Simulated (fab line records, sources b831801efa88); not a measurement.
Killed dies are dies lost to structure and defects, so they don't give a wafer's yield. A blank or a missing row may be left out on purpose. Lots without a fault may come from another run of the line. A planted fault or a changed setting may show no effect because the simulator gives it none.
fab line records | flow sky130
record lots=12 wafers=36 last_day=50
route steps=708 shown VIA2@510 CAPM@539 PAD_OPEN@708
lots that met no fault: from a run of the same line without faults
start_h: hours from the record's first day to the start of the lot's first wafer shown | wait_h: hours since the lot's step before | " the same as in the row above | L1.1+2: a row that stands for several wafers | - no value, or no start given | * or withheld: withheld | < > ~ a bound
route shown NAME@n: a module of which the file shows steps, and the number in the route of the first | usual: mean/standard deviation of fault-free wafers | same: alike in all rows | chamber/n: place in a boat | sites: the reading at each site | _std_site: their standard deviation | _edge_site: outer sites' mean less inner sites' | radius_mm: how far each site lies from the wafer's centre | mask NAME#n: copy n | behind: the tool/chamber that last shaped the wafer | hold: why the lot was held/for how many hours/how that ended | device: the transistor (n, p or np) that didn't switch | end of line: the same wafers' tests at the end of the route | a step without rows: its recipe alone | killed: dies lost to structure and defects at the first sort, not the wafer's yield | map: a wafer's dies, x killed, . not, _ none there
set.NAME: the setting as run; set.NAME@STEP: as run at that earlier step | model.NAME: the simulator's own value behind a step, which no gauge read
steps of the route over a sample of lots; a table a step, a row a wafer
services: from which hour (start_h, from the record's first day; less than 0 if before it) a tool's chamber was out of use, for how many hours, and why
## steps
# step SKY_VIA2_BOW_MEAS_03
# recipe mode=bow
# usual VIA2_BOW=87/7.2
# columns lot.wafer tool chamber start_h wait_h VIA2_BOW[um]
L175.1 film_metro-04 - 825.61 0.1 83
L175.4 " - " " 89
L175.6 " - " " 98
L177.1 film_metro-04 - 839.70 0.2 85
L177.2 " - " " 90
L177.6 " - " " 90
L178.1 film_metro-04 - 851.01 0.2 87
L178.2 " - " " 90
L178.4 " - " " 90
L180.2 film_metro-01 - 860.66 0.1 83
L180.3 " - " " 91
L180.4 " - " " 85
L182.1 film_metro-02 - 878.09 0.2 82
L182.3 " - " " 86
L182.4 " - " " 91
L189.3 film_metro-01 - 929.84 0.3 98
L189.5 " - " " 81
L189.6 " - " " 89
L191.2 film_metro-01 - 942.92 0.1 76
L191.3 " - " " 80
L191.5 " - " " 74
L192.4 film_metro-04 - 953.10 0.3 78
L192.5 " - " " 84
L192.6 " - " " 83
L194.2 film_metro-04 - 962.27 0.1 74
L194.3 " - " " 108
L194.5 " - " " 83
L196.1 film_metro-04 - 976.35 0.1 99
L196.2 " - " " 89
L196.5 " - " " 92
L197.3 film_metro-01 - 981.29 0.2 85
L197.4 " - " " 83
L197.5 " - " " 99
L198.2 film_metro-02 - 995.72 0.2 105
L198.3 " - " " 99
L198.4 " - " " 89
# step SKY_VIA2_OVL_MEAS_13
# usual VIA2_OVL=3/5.2
# columns lot.wafer tool chamber start_h wait_h VIA2_OVL[nm]
L175.1 overlay-02 - 852.00 0.1 -4
L175.4 " - " " 4
L175.6 " - " " 0
L177.1 overlay-02 - 865.94 0.1 4
L177.2 " - " " 2
L177.6 " - " " 3
L178.1 overlay-02 - 877.15 0.1 9
L178.2 " - " " 9
L178.4 " - " " 3
L180.2 overlay-02 - 886.96 0.1 1
L180.3 " - " " -2
L180.4 " - " " -4
L182.1 overlay-02 - 903.59 0.1 2
L182.3 " - " " -3
L182.4 " - " " 0
L189.3 overlay-02 - 954.12 0.1 14
L189.5 " - " " 12
L189.6 " - " " 9
L191.2 overlay-01 - 967.39 0.1 6
L191.3 " - " " 1
L191.5 " - " " 4
L192.4 overlay-01 - 977.27 0.1 -2
L192.5 " - " " 5
L192.6 " - " " 2
L194.2 overlay-01 - 986.99 0.1 7
L194.3 " - " " 6
L194.5 " - " " -5
L196.1 overlay-01 - 1000.80 0.1 -2
L196.2 " - " " 0
L196.5 " - " " -9
L197.3 overlay-01 - 1004.92 0.1 9
L197.4 " - " " 4
L197.5 " - " " 10
L198.2 overlay-02 - 1019.76 0.1 4
L198.3 " - " " 4
L198.4 " - " " 1
# step SKY_VIA2_RS_MEAS_22
# recipe thk_meas_gauge=four-point-probe reads=W_of_VIA2_CVD_21+TiN_of_VIA2_SPUTTER_20
# usual VIA2_W_RS=0.271/0.0036
# columns lot.wafer tool chamber start_h wait_h VIA2_W_RS[ohm/sq]
L175.1 film_metro-04 - 853.01 0.1 0.264
L175.4 " - " " 0.273
L175.6 " - " " 0.266
L177.1 film_metro-01 - 866.87 0.1 0.272
L177.2 " - " " 0.274
L177.6 " - " " 0.275
L178.1 film_metro-01 - 878.07 0.1 0.278
L178.2 " - " " 0.275
L178.4 " - " " 0.274
L180.2 film_metro-01 - 887.90 0.1 0.276
L180.3 " - " " 0.275
L180.4 " - " " 0.268
L182.1 film_metro-02 - 904.52 0.1 0.270
L182.3 " - " " 0.269
L182.4 " - " " 0.272
L189.3 film_metro-01 - 955.12 0.1 0.267
L189.5 " - " " 0.269
L189.6 " - " " 0.269
L191.2 film_metro-02 - 968.36 0.1 0.271
L191.3 " - " " 0.267
L191.5 " - " " 0.268
L192.4 film_metro-02 - 978.23 0.1 0.270
L192.5 " - " " 0.273
L192.6 " - " " 0.269
L194.2 film_metro-02 - 987.93 0.1 0.270
L194.3 " - " " 0.264
L194.5 " - " " 0.271
L196.1 film_metro-01 - 1001.77 0.1 0.274
L196.2 " - " " 0.266
L196.5 " - " " 0.275
L197.3 film_metro-01 - 1006.39 0.1 0.268
L197.4 " - " " 0.271
L197.5 " - " " 0.271
L198.2 film_metro-04 - 1020.70 0.1 0.273
L198.3 " - " " 0.269
L198.4 " - " " 0.277
# step SKY_CAPM_SPUTTER_02
# recipe material=TiN target_thk_nm=200 temp_c=300 power_w=6500 time_s=166.7 chamber_pressure_pa=0.4
# usual cathode_dc_power_W=6500.0/1.2 chamber_pressure_pa=0.4000/0.0009 substrate_temp_c=300.00/0.22 throttle_valve_pct=30.0/1
# columns lot.wafer tool chamber start_h wait_h cathode_dc_power_W chamber_pressure_pa substrate_temp_c throttle_valve_pct
L175.1 pvd_sputter-01 - 853.73 0.1 6498.6 0.3999 300.12 30.6
L175.4 " - " " 6497.7 0.4005 299.73 31.0
L175.6 " - " " 6500.6 0.4012 300.22 30.7
L177.1 pvd_sputter-01 - 867.58 0.1 6499.1 0.4006 299.98 30.9
L177.2 " - " " 6500.8 0.4020 300.01 31.0
L177.6 " - " " 6497.4 0.4004 299.99 30.9
L178.1 pvd_sputter-04 - 878.94 0.1 6499.7 0.3998 299.80 31.2
L178.2 " - " " 6500.4 0.3995 300.29 28.9
L178.4 " - " " 6500.2 0.4010 300.16 30.4
L180.2 pvd_sputter-01 - 888.68 0.0 6499.7 0.4004 300.39 31.0
L180.3 " - " " 6501.8 0.4006 300.05 28.9
L180.4 " - " " 6501.0 0.4004 299.92 30.7
L182.1 pvd_sputter-04 - 905.23 0.1 6500.0 0.4004 300.13 30.3
L182.3 " - " " 6502.3 0.3990 299.88 29.0
L182.4 " - " " 6499.8 0.4004 299.76 31.3
L189.3 pvd_sputter-02 - 955.79 0.0 6499.4 0.4002 300.26 29.5
L189.5 " - " " 6501.3 0.4015 299.76 30.3
L189.6 " - " " 6500.6 0.3995 300.22 29.2
L191.2 pvd_sputter-01 - 969.06 0.0 6361.0 0.4008 300.27 30.8
L191.3 " - " " 6362.1 0.4003 299.71 30.6
L191.5 " - " " 6363.2 0.4001 299.68 30.5
L192.4 pvd_sputter-01 - 978.89 0.0 6361.7 0.3998 300.23 30.9
L192.5 " - " " 6362.7 0.3993 300.15 31.2
L192.6 " - " " 6363.5 0.3985 299.68 29.0
L194.2 pvd_sputter-02 - 988.63 0.0 6502.2 0.4002 300.20 27.5
L194.3 " - " " 6499.2 0.4001 299.68 30.5
L194.5 " - " " 6499.3 0.4004 300.22 27.5
L196.1 pvd_sputter-04 - 1002.50 0.1 6499.6 0.3989 299.58 31.4
L196.2 " - " " 6500.6 0.4004 299.98 29.0
L196.5 " - " " 6499.8 0.4004 299.99 31.2
L197.3 pvd_sputter-02 - 1007.07 0.0 6499.6 0.3992 300.11 30.6
L197.4 " - " " 6501.4 0.3999 300.18 29.9
L197.5 " - " " 6497.6 0.3993 300.19 29.4
L198.2 pvd_sputter-02 - 1021.43 0.0 6501.8 0.4011 300.24 28.0
L198.3 " - " " 6500.1 0.3990 299.70 30.1
L198.4 " - " " 6499.1 0.4006 299.67 30.7
# step SKY_PAD_OPEN_PROBE_99
# usual defect_limited_yield=82.7/1.8 killed_at_M0_to_M3=42/7.2 killed_at_M4_up=3.4/2.1 killed_at_contacts=24/5.4 killed_at_front_end=15/4 killed_at_other=0.3/0.53 killed_dies=85/8.8 killed_open=47/6.7 killed_short=38/6.5 sort_bin_3_pad_short=0.8/0.4 sort_bin_5_function=10.2/1.3 sort_bin_6_memory=6.2/1.2 sort_n_pass=407/8.8 sort_yield_pct=82.7/1.8
# same gross_dies=492 killed_at_back_side=0 sort_bin_4_leakage[%]=0 sort_bin_8_speed[%]=0
# columns lot.wafer tool chamber start_h wait_h defect_limited_yield[%] killed_at_M0_to_M3 killed_at_M4_up killed_at_contacts killed_at_front_end killed_at_other killed_dies killed_open killed_short sort_bin_3_pad_short[%] sort_bin_5_function[%] sort_bin_6_memory[%] sort_n_pass sort_yield_pct[%]
L175.1 prober-02 - 1079.14 0.1 80.1 41 4 29 23 1 98 52 46 0.4 12.6 6.9 394 80.1
L175.4 prober-02 - 1079.29 0.2 82.3 46 4 23 13 1 87 54 33 1.6 12.4 3.7 405 82.3
L175.6 prober-02 - 1079.39 0.2 82.5 40 3 33 10 0 86 47 39 0.6 11.8 5.1 406 82.5
L177.1 prober-02 - 1093.88 0.1 80.9 50 3 24 17 0 94 52 42 1.0 11.2 6.9 398 80.9
L177.2 prober-02 - 1093.93 0.1 79.9 55 5 23 16 0 99 57 41 1.0 10.8 8.3 393 79.9
L177.6 prober-02 - 1094.13 0.2 80.5 54 2 24 16 0 96 57 39 1.4 11.4 6.7 396 80.5
L178.1 prober-01 - 1099.83 0.1 82.1 44 3 22 18 1 88 36 51 1.2 11.2 5.5 404 82.1
L178.2 prober-01 - 1099.88 0.1 81.3 41 4 35 11 1 92 48 44 1.6 10.6 6.5 400 81.3
L178.4 prober-01 - 1099.98 0.2 78.5 58 6 26 16 0 106 62 43 0.6 12.2 8.7 386 78.5
L180.2 prober-01 - 1108.43 0.1 78.5 49 2 35 20 0 106 62 44 1.2 12.6 7.7 386 78.5
L180.3 prober-01 - 1108.48 0.2 83.5 41 6 21 13 0 81 47 32 0.2 10.2 6.1 411 83.5
L180.4 prober-01 - 1108.53 0.2 81.3 55 3 26 8 0 92 64 28 0.4 11.4 6.9 400 81.3
L182.1 prober-01 - 1120.81 0.1 82.7 39 3 29 14 0 85 38 47 1.4 8.5 7.3 407 82.7
L182.3 prober-01 - 1120.91 0.2 81.9 40 5 29 15 0 89 50 39 1.0 9.3 7.7 403 81.9
L182.4 prober-01 - 1120.96 0.2 83.5 35 5 27 14 0 81 39 42 1.2 10.8 4.5 411 83.5
L189.3 prober-02 - 1161.26 0.2 81.9 48 2 24 14 1 89 48 39 1.0 9.8 7.3 403 81.9
L189.5 prober-02 - 1161.36 0.2 82.9 36 1 31 16 0 84 43 40 0.6 10.0 6.5 408 82.9
L189.6 prober-02 - 1161.41 0.2 85.4 37 3 18 14 0 72 39 33 1.0 7.3 6.3 420 85.4
L191.2 prober-02 - 1168.71 0.1 81.3 45 2 27 18 0 92 50 42 0.8 10.0 7.9 400 81.3
L191.3 prober-02 - 1168.76 0.2 83.1 39 4 29 11 0 83 44 39 1.0 9.6 6.3 409 83.1
L191.5 prober-02 - 1168.86 0.2 82.3 41 2 22 22 0 87 41 46 1.4 12.0 4.3 405 82.3
L192.4 prober-01 - 1176.63 0.2 82.3 35 13 27 11 1 87 46 41 0.8 11.0 5.9 405 82.3
L192.5 prober-01 - 1176.68 0.2 85.8 38 2 15 15 0 70 29 41 0.4 8.3 5.5 422 85.8
L192.6 prober-01 - 1176.73 0.2 82.7 42 3 23 17 0 85 47 36 0.4 8.9 7.9 407 82.7
L194.2 prober-02 - 1181.80 0.1 80.5 51 1 26 18 0 96 53 43 0.4 13.0 6.1 396 80.5
L194.3 prober-02 - 1181.85 0.2 84.3 39 6 19 13 0 77 46 31 0.8 10.0 4.9 415 84.3
L194.5 prober-02 - 1181.95 0.2 81.5 42 2 29 17 1 91 58 32 0.8 9.6 8.1 401 81.5
L196.1 prober-02 - 1193.04 0.1 85.0 27 4 30 13 0 74 46 28 0.8 8.3 5.9 418 85.0
L196.2 prober-02 - 1193.09 0.1 79.9 56 4 25 14 0 99 58 41 0.4 12.0 7.7 393 79.9
L196.5 prober-02 - 1193.24 0.2 81.5 47 4 22 18 0 91 57 34 0.8 9.6 8.1 401 81.5
L197.3 prober-01 - 1196.94 0.2 83.9 37 3 27 10 2 79 43 35 0.6 10.0 5.5 413 83.9
L197.4 prober-01 - 1196.99 0.2 80.3 53 4 24 16 0 97 53 43 1.6 12.6 5.5 395 80.3
L197.5 prober-01 - 1197.04 0.2 80.3 46 2 28 20 1 97 51 46 1.2 11.4 7.1 395 80.3
L198.2 prober-02 - 1203.04 0.1 82.9 46 4 27 7 0 84 55 28 1.4 10.8 4.9 408 82.9
L198.3 prober-02 - 1203.09 0.2 81.5 44 3 32 12 0 91 51 40 0.8 12.0 5.7 401 81.5
L198.4 prober-02 - 1203.14 0.2 82.5 29 10 31 15 1 86 53 33 0.8 10.2 6.5 406 82.5
# killed by level:class
L175.1 CONTACT:geometric_particle:open=12 LI_CONTACT:geometric_particle:open=8 METAL1:geometric_particle:short=8 VIA1:geometric_particle:open=7 FIELD_ISO:geometric_particle:short=6 FIELD_ISO:geometric_particle:open=6 LOCAL_INTERCONNECT:geometric_particle:short=6 POLY_GATE:geometric_particle:short=4
L175.4 VIA1:geometric_particle:open=17 CONTACT:geometric_particle:open=10 LI_CONTACT:geometric_particle:open=6 METAL1:geometric_particle:short=5 VIA2:geometric_particle:open=5 METAL3:geometric_particle:short=4 METAL2:geometric_particle:short=4 VIA3:geometric_particle:short=4
L175.6 LI_CONTACT:geometric_particle:open=11 VIA1:geometric_particle:open=10 CONTACT:geometric_particle:open=9 CONTACT:geometric_particle:short=8 METAL1:geometric_particle:short=6 METAL2:geometric_particle:short=6 VIA2:geometric_particle:open=5 VIA1:geometric_particle:short=5
L177.1 VIA1:geometric_particle:open=13 VIA2:geometric_particle:open=9 VIA1:geometric_particle:short=9 LI_CONTACT:geometric_particle:open=8 CONTACT:geometric_particle:short=6 CONTACT:geometric_particle:open=6 VIA3:geometric_particle:open=6 FIELD_ISO:geometric_particle:short=5
L177.2 VIA1:geometric_particle:open=14 METAL2:geometric_particle:short=10 CONTACT:geometric_particle:open=9 VIA2:geometric_particle:open=8 LI_CONTACT:geometric_particle:open=6 VIA1:geometric_particle:short=6 FIELD_ISO:geometric_particle:short=4 METAL1:geometric_particle:open=4
L177.6 VIA1:geometric_particle:open=14 CONTACT:geometric_particle:open=10 VIA2:geometric_particle:open=8 METAL2:geometric_particle:short=8 FIELD_ISO:geometric_particle:open=7 METAL1:geometric_particle:short=6 LI_CONTACT:geometric_particle:open=5 VIA1:geometric_particle:short=5
L178.1 CONTACT:geometric_particle:open=9 FIELD_ISO:geometric_particle:short=8 VIA1:geometric_particle:short=7 METAL1:geometric_particle:short=6 VIA2:geometric_particle:short=6 VIA1:geometric_particle:open=5 LI_CONTACT:geometric_particle:short=4 LI_CONTACT:geometric_particle:open=4
L178.2 CONTACT:geometric_particle:open=14 LI_CONTACT:geometric_particle:open=9 VIA1:geometric_particle:open=9 LI_CONTACT:geometric_particle:short=8 METAL2:geometric_particle:short=8 METAL1:geometric_particle:short=5 VIA2:geometric_particle:open=5 VIA3:geometric_particle:open=5
L178.4 VIA1:geometric_particle:open=16 CONTACT:geometric_particle:open=10 VIA2:geometric_particle:open=9 VIA1:geometric_particle:short=8 VIA3:geometric_particle:open=7 LI_CONTACT:geometric_particle:open=6 FIELD_ISO:geometric_particle:open=4 LOCAL_INTERCONNECT:geometric_particle:short=4
L180.2 CONTACT:geometric_particle:open=13 LI_CONTACT:geometric_particle:open=9 FIELD_ISO:geometric_particle:short=8 CONTACT:geometric_particle:short=8 VIA1:geometric_particle:open=8 VIA3:geometric_particle:open=8 VIA2:geometric_particle:open=6 METAL1:geometric_particle:short=6
L180.3 VIA1:geometric_particle:open=19 LI_CONTACT:geometric_particle:open=7 CONTACT:geometric_particle:open=7 METAL2:geometric_particle:short=6 FIELD_ISO:geometric_particle:open=4 POLY_GATE:geometric_particle:short=4 VIA1:geometric_particle:short=4 CONTACT:geometric_particle:short=4
L180.4 VIA1:geometric_particle:open=15 CONTACT:geometric_particle:open=12 VIA3:geometric_particle:open=11 VIA2:geometric_particle:open=9 CONTACT:geometric_particle:short=6 VIA1:geometric_particle:short=6 LI_CONTACT:geometric_particle:open=5 METAL2:geometric_particle:open=3
L182.1 CONTACT:geometric_particle:open=12 LI_CONTACT:geometric_particle:open=9 VIA3:geometric_particle:short=7 VIA1:geometric_particle:short=7 FIELD_ISO:geometric_particle:short=6 CONTACT:geometric_particle:short=5 METAL1:geometric_particle:short=4 METAL2:geometric_particle:short=4
L182.3 VIA1:geometric_particle:open=12 CONTACT:geometric_particle:open=11 LOCAL_INTERCONNECT:geometric_particle:short=7 LI_CONTACT:geometric_particle:open=5 CONTACT:geometric_particle:short=5 METAL1:geometric_particle:short=5 VIA2:geometric_particle:open=5 METAL2:geometric_particle:short=4
L182.4 CONTACT:geometric_particle:open=10 VIA1:geometric_particle:short=9 VIA1:geometric_particle:open=7 LOCAL_INTERCONNECT:geometric_particle:short=6 VIA2:geometric_particle:open=5 METAL2:geometric_particle:short=5 POLY_GATE:geometric_particle:open=4 LI_CONTACT:geometric_particle:open=4
L189.3 VIA1:geometric_particle:open=9 CONTACT:geometric_particle:open=8 LI_CONTACT:geometric_particle:open=7 METAL2:geometric_particle:short=7 VIA3:geometric_particle:open=7 VIA1:geometric_particle:short=6 METAL3:geometric_particle:short=5 POLY_GATE:geometric_particle:open=4
L189.5 LI_CONTACT:geometric_particle:open=13 CONTACT:geometric_particle:short=8 VIA3:geometric_particle:open=7 VIA1:geometric_particle:open=6 FIELD_ISO:geometric_particle:short=5 VIA1:geometric_particle:short=5 METAL1:geometric_particle:open=4 METAL2:geometric_particle:short=4
L189.6 VIA1:geometric_particle:open=8 CONTACT:geometric_particle:open=6 VIA1:geometric_particle:short=6 VIA3:geometric_particle:open=6 VIA2:geometric_particle:open=5 LI_CONTACT:geometric_particle:short=4 METAL1:geometric_particle:open=4 FIELD_ISO:geometric_particle:open=3
L191.2 CONTACT:geometric_particle:open=10 VIA1:geometric_particle:open=10 VIA2:geometric_particle:open=7 LI_CONTACT:geometric_particle:open=6 CONTACT:geometric_particle:short=6 POLY_GATE:geometric_particle:open=5 VIA1:geometric_particle:short=4 METAL2:geometric_particle:short=4
L191.3 CONTACT:geometric_particle:open=13 METAL2:geometric_particle:short=9 LI_CONTACT:geometric_particle:open=6 VIA3:geometric_particle:open=6 LOCAL_INTERCONNECT:geometric_particle:short=5 METAL1:geometric_particle:short=5 POLY_GATE:geometric_particle:short=4 VIA1:geometric_particle:open=4
L191.5 POLY_GATE:geometric_particle:short=9 VIA1:geometric_particle:open=9 LI_CONTACT:geometric_particle:open=7 METAL2:geometric_particle:short=7 LI_CONTACT:geometric_particle:short=6 CONTACT:geometric_particle:open=6 VIA2:geometric_particle:open=6 POLY_GATE:geometric_particle:open=5
L192.4 VIA1:geometric_particle:open=10 CONTACT:geometric_particle:open=9 METAL4:geometric_particle:short=8 VIA2:geometric_particle:open=7 LI_CONTACT:geometric_particle:open=6 METAL2:geometric_particle:short=6 LOCAL_INTERCONNECT:geometric_particle:short=5 VIA1:geometric_particle:short=5
L192.5 VIA3:geometric_particle:short=8 FIELD_ISO:geometric_particle:short=7 VIA1:geometric_particle:open=7 CONTACT:geometric_particle:short=5 VIA3:geometric_particle:open=5 POLY_GATE:geometric_particle:short=4 METAL1:geometric_particle:short=4 VIA2:geometric_particle:open=4
L192.6 VIA1:geometric_particle:open=13 CONTACT:geometric_particle:open=9 FIELD_ISO:geometric_particle:short=7 LI_CONTACT:geometric_particle:open=7 VIA2:geometric_particle:open=6 METAL1:geometric_particle:short=5 LOCAL_INTERCONNECT:geometric_particle:short=4 VIA3:geometric_particle:short=4
L194.2 VIA1:geometric_particle:open=11 CONTACT:geometric_particle:open=10 CONTACT:geometric_particle:short=8 VIA2:geometric_particle:open=8 VIA3:geometric_particle:short=8 VIA2:geometric_particle:short=7 POLY_GATE:geometric_particle:open=5 VIA1:geometric_particle:short=5
L194.3 VIA1:geometric_particle:open=15 VIA2:geometric_particle:open=6 CONTACT:geometric_particle:open=6 FIELD_ISO:geometric_particle:open=4 CONTACT:geometric_particle:short=4 METAL2:geometric_particle:short=4 METAL4:geometric_particle:short=4 FIELD_ISO:geometric_particle:short=3
L194.5 CONTACT:geometric_particle:open=14 VIA2:geometric_particle:open=13 LI_CONTACT:geometric_particle:open=7 VIA3:geometric_particle:open=6 VIA1:geometric_particle:short=5 VIA1:geometric_particle:open=5 FIELD_ISO:geometric_particle:short=4 FIELD_ISO:geometric_particle:open=4
L196.1 LI_CONTACT:geometric_particle:open=10 CONTACT:geometric_particle:open=6 VIA1:geometric_particle:open=6 FIELD_ISO:geometric_particle:open=5 POLY_GATE:geometric_particle:open=5 LOCAL_INTERCONNECT:geometric_particle:short=5 VIA1:geometric_particle:short=5 CONTACT:geometric_particle:short=4
L196.2 CONTACT:geometric_particle:open=12 VIA1:geometric_particle:open=10 VIA1:geometric_particle:short=9 VIA3:geometric_particle:open=8 LI_CONTACT:geometric_particle:open=7 METAL2:geometric_particle:short=7 VIA2:geometric_particle:open=6 METAL3:geometric_particle:short=6
L196.5 VIA1:geometric_particle:open=16 LI_CONTACT:geometric_particle:open=8 CONTACT:geometric_particle:open=8 FIELD_ISO:geometric_particle:open=6 METAL1:geometric_particle:short=5 METAL2:geometric_particle:short=5 VIA2:geometric_particle:open=5 VIA3:geometric_particle:open=5
L197.3 VIA1:geometric_particle:open=11 CONTACT:geometric_particle:open=9 LI_CONTACT:geometric_particle:open=8 LI_CONTACT:geometric_particle:short=6 METAL1:geometric_particle:short=6 METAL2:geometric_particle:short=5 VIA3:geometric_particle:open=5 POLY_GATE:geometric_particle:short=3
L197.4 VIA3:geometric_particle:open=10 VIA1:geometric_particle:open=8 METAL2:geometric_particle:short=8 VIA2:geometric_particle:open=8 CONTACT:geometric_particle:open=7 LI_CONTACT:geometric_particle:open=7 VIA3:geometric_particle:short=6 LOCAL_INTERCONNECT:geometric_particle:short=5
L197.5 CONTACT:geometric_particle:open=11 VIA1:geometric_particle:open=8 METAL1:geometric_particle:short=7 METAL2:geometric_particle:short=6 VIA3:geometric_particle:open=6 CONTACT:geometric_particle:short=5 METAL2:geometric_particle:open=5 FIELD_ISO:geometric_particle:short=4
L198.2 LI_CONTACT:geometric_particle:open=10 CONTACT:geometric_particle:open=10 VIA2:geometric_particle:open=10 VIA1:geometric_particle:open=8 VIA3:geometric_particle:open=6 METAL1:geometric_particle:short=6 VIA1:geometric_particle:short=5 CONTACT:geometric_particle:short=4
L198.3 CONTACT:geometric_particle:open=11 VIA3:geometric_particle:open=9 VIA1:geometric_particle:open=9 LI_CONTACT:geometric_particle:open=8 CONTACT:geometric_particle:short=7 METAL3:geometric_particle:short=6 FIELD_ISO:geometric_particle:short=5 METAL1:geometric_particle:short=4
L198.4 LI_CONTACT:geometric_particle:open=11 CONTACT:geometric_particle:open=10 METAL4:geometric_particle:short=8 VIA1:geometric_particle:open=7 VIA2:geometric_particle:open=6 FIELD_ISO:geometric_particle:open=5 POLY_GATE:geometric_particle:open=4 LI_CONTACT:geometric_particle:short=4
## services
# columns tool chamber start_h hours kind
pvd_sputter-04 - 839.28 0.5 repair
pvd_sputter-01 - 847.65 0.8 repair
pvd_sputter-01 - 910.02 2.1 repair
pvd_sputter-01 - 1006.33 3.4 repair
pvd_sputter-04 - 1016.30 5.2 repair
## key
first_sign step=SKY_CAPM_SPUTTER_02 reading=cathode_dc_power_W direction=down sigmas=99+ usual=6500.0 struck=6362.4
effect none on later readings
met_at SKY_CAPM_SPUTTER_02
struck_lots L191,L192
not_acting_at SKY_VIA2_BOW_MEAS_03,SKY_VIA2_OVL_MEAS_13,SKY_VIA2_RS_MEAS_22
onset_between 888.68 969.06
fault kind=process_parameter_drift tool=pvd_sputter-01 chamber=- onset_h=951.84 steps=SKY_CAPM_SPUTTER_02 channel=power_w offset=* shape=step end_h=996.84 acts_in=* stated=*
